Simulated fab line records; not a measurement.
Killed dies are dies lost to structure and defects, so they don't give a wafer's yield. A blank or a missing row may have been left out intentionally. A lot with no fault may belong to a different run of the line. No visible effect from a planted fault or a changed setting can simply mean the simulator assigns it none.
Which tool is to blame? | flow gf180mcu | 12 lots with 36 wafers sampled at 5 steps, on a route of 602 steps

## WHAT THE GAUGES READ, wafer by wafer
GF_V2_THK_MEAS_03.
lot  | measured     | on           | V2_CVD_02_THK (nm)
L582 | day 19 05:36 | filmMetro-01 | 843 862 871
L584 | day 20 12:02 | filmMetro-04 | 861 855 840
L585 | day 20 17:47 | filmMetro-04 | 860 844 864
L588 | day 21 07:50 | filmMetro-03 | 859 836 859
L587 | day 21 09:23 | filmMetro-03 | 829 851 847
L590 | day 22 00:59 | filmMetro-04 | 855 852 864
L589 | day 22 05:32 | filmMetro-04 | 1221 1229 1227
L591 | day 22 10:22 | filmMetro-04 | 1216 1232 1231
L598 | day 24 20:07 | filmMetro-01 | 850 831 863
L599 | day 25 06:10 | filmMetro-01 | 844 849 858
L600 | day 25 15:34 | filmMetro-04 | 820 844 843
L605 | day 27 00:47 | filmMetro-03 | 833 855 851

GF_V2_OVL_MEAS_15.
lot  | measured     | on         | V2_OVL (nm)
L582 | day 20 06:21 | overlay-01 | -2 -7 -6
L584 | day 21 12:37 | overlay-02 | -6 -6 -3
L585 | day 21 18:13 | overlay-02 | 6 -2 0
L588 | day 22 06:52 | overlay-01 | -11 -12 -13
L587 | day 22 09:19 | overlay-01 | -3 -11 -10
L590 | day 23 00:35 | overlay-01 | -3 -1 -5
L589 | day 23 04:59 | overlay-02 | -5 -3 -2
L591 | day 23 09:51 | overlay-02 | -4 -3 -8
L598 | day 25 18:23 | overlay-02 | -6 0 -7
L599 | day 26 04:52 | overlay-01 | -9 -12 -8
L600 | day 26 13:59 | overlay-02 | -2 -2 -1
L605 | day 27 21:28 | overlay-01 | -3 2 -1

## WHAT TOOL EACH LOT RAN ON (gives the tool, then ch and the chambers of the sampled wafers, and finally the start)
lot  | GF_M2_SPUTTER_00            | GF_V2_CVD_02                    | GF_V2_CMP_04
L582 | pvdSputter-03, day 18 04:16 | pecvd-03 ch 0,1,2, day 19 05:32 | cmp-01 ch 0,1,2, day 19 05:43
L584 | pvdSputter-03, day 19 10:56 | pecvd-03 ch 0,1,2, day 20 11:58 | cmp-02 ch 0,2,3, day 20 12:09
L585 | pvdSputter-04, day 19 16:42 | pecvd-02 ch 1,2, day 20 17:43   | cmp-02 ch 1,2, day 20 17:51
L588 | pvdSputter-01, day 20 06:56 | pecvd-02 ch 0,2, day 21 07:45   | cmp-01 ch 0,1,2, day 21 07:53
L587 | pvdSputter-01, day 20 07:24 | pecvd-03 ch 1,2, day 21 09:19   | cmp-02 ch 2,3, day 21 09:30
L590 | pvdSputter-01, day 21 00:21 | pecvd-04 ch 0,2, day 22 00:54   | cmp-01 ch 2,3, day 22 01:02
L589 | pvdSputter-03, day 21 04:49 | pecvd-02 ch 0,1,2, day 22 05:26 | cmp-02 ch 1,2, day 22 05:34
L591 | pvdSputter-04, day 21 09:58 | pecvd-02 ch 0,1, day 22 10:17   | cmp-01 ch 0,3, day 22 10:28
L598 | pvdSputter-03, day 23 20:59 | pecvd-03 ch 0,1, day 24 20:02   | cmp-02 ch 0,2,3, day 24 20:10
L599 | pvdSputter-04, day 24 04:31 | pecvd-02 ch 0,1,2, day 25 06:06 | cmp-02 ch 0,2,3, day 25 06:14
L600 | pvdSputter-01, day 24 16:49 | pecvd-04 ch 0,2, day 25 15:27   | cmp-02 ch 0,1, day 25 15:50
L605 | pvdSputter-04, day 26 02:13 | pecvd-03 ch 1,2, day 27 00:44   | cmp-02 ch 0,2,3, day 27 00:54
- GF_M2_SPUTTER_00: material Ti, target thk 37.5 nm, time 150 s.
- GF_V2_CVD_02: deposits SiO2 from TEOS, target thk 850 nm, time 94.851 s.
- GF_V2_CMP_04: polishes SiO2.

## WHAT THE TOOLS THEMSELVES READ (means of the sampled wafers that have a number; where no wafer has one, the mark that the record gives instead)
GF_M2_SPUTTER_00.
lot  | tool          | substrateTempC (C) | throttleValvePct (%)
L582 | pvdSputter-03 | 200.04             | 28.7
L584 | pvdSputter-03 | 199.86             | 29.7
L585 | pvdSputter-04 | 200.11             | 30.6
L588 | pvdSputter-01 | 199.94             | 28.1
L587 | pvdSputter-01 | 200.08             | 29.9
L590 | pvdSputter-01 | 199.93             | 29.1
L589 | pvdSputter-03 | 199.97             | 30.3
L591 | pvdSputter-04 | 199.97             | 30.8
L598 | pvdSputter-03 | 199.85             | 29.6
L599 | pvdSputter-04 | 199.97             | 31.0
L600 | pvdSputter-01 | 199.98             | 29.1
L605 | pvdSputter-04 | 200.15             | 30.2

GF_V2_CVD_02.
lot  | tool     | heaterPowerW (W)
L582 | pecvd-03 | 663
L584 | pecvd-03 | 594
L585 | pecvd-02 | 739
L588 | pecvd-02 | 836
L587 | pecvd-03 | 632
L590 | pecvd-04 | 509
L589 | pecvd-02 | 814
L591 | pecvd-02 | 852
L598 | pecvd-03 | 633
L599 | pecvd-02 | 798
L600 | pecvd-04 | 489
L605 | pecvd-03 | 604

GF_V2_CMP_04.
lot  | tool   | edgeZonePressureFrac | motorCurrentA (A) | timeToEndpointS (s)
L582 | cmp-01 | 1.003                | 14.1              | 90
L584 | cmp-02 | 1.000                | 11.0              | 78
L585 | cmp-02 | 1.003                | 13.6              | 79
L588 | cmp-01 | 1.001                | 13.9              | 90
L587 | cmp-02 | 1.000                | 12.4              | 77
L590 | cmp-01 | 0.996                | 13.8              | 89
L589 | cmp-02 | 0.998                | 13.8              | 225
L591 | cmp-01 | 1.003                | 13.6              | 232
L598 | cmp-02 | 0.998                | 10.9              | 79
L599 | cmp-02 | 0.996                | 11.1              | 83
L600 | cmp-02 | 0.997                | 12.5              | 73
L605 | cmp-02 | 1.002                | 11.2              | 75

## THE ANSWER, worked out from the rows above alone
Rule: usual is defined by the lots themselves. Put in order of their means at a reading, lots are off if they are a third of the lots or fewer, leave a main group of 4 or more, and stand apart from it by a gap of 3 or more times the standard deviation of the main group's means; of several such gaps the widest counts. The tables above print the reading to a certain number of digits; a main group whose means all agree to those digits is not used. A lot without any number at a reading at which 4 lots or more have one is off too. Where the step has rows for the other lots, those lots are counted as sound. Order of review: gauges by route order, followed by the tools' own readings, for which a lot's mean as printed above is used. The first step at which some lot is off is used, and at that step the reading that is off furthest; a lot without a number counts as furthest.
Off: at GF_V2_THK_MEAS_03 (V2_CVD_02_THK), L589, L591. For the main group the mean is 850 nm and the standard deviation 6.7.
A tool fits if, at a process step before that reading, it ran every lot that is off, and no sound lot after the first of them. Not tried: the gauges at GF_V2_THK_MEAS_03; whatever is off there is also off at GF_V2_CMP_04, on other tools, and gauge error can't account for it. Not one of the candidates tried fits.

## WHAT THE SIMULATOR PUT IN
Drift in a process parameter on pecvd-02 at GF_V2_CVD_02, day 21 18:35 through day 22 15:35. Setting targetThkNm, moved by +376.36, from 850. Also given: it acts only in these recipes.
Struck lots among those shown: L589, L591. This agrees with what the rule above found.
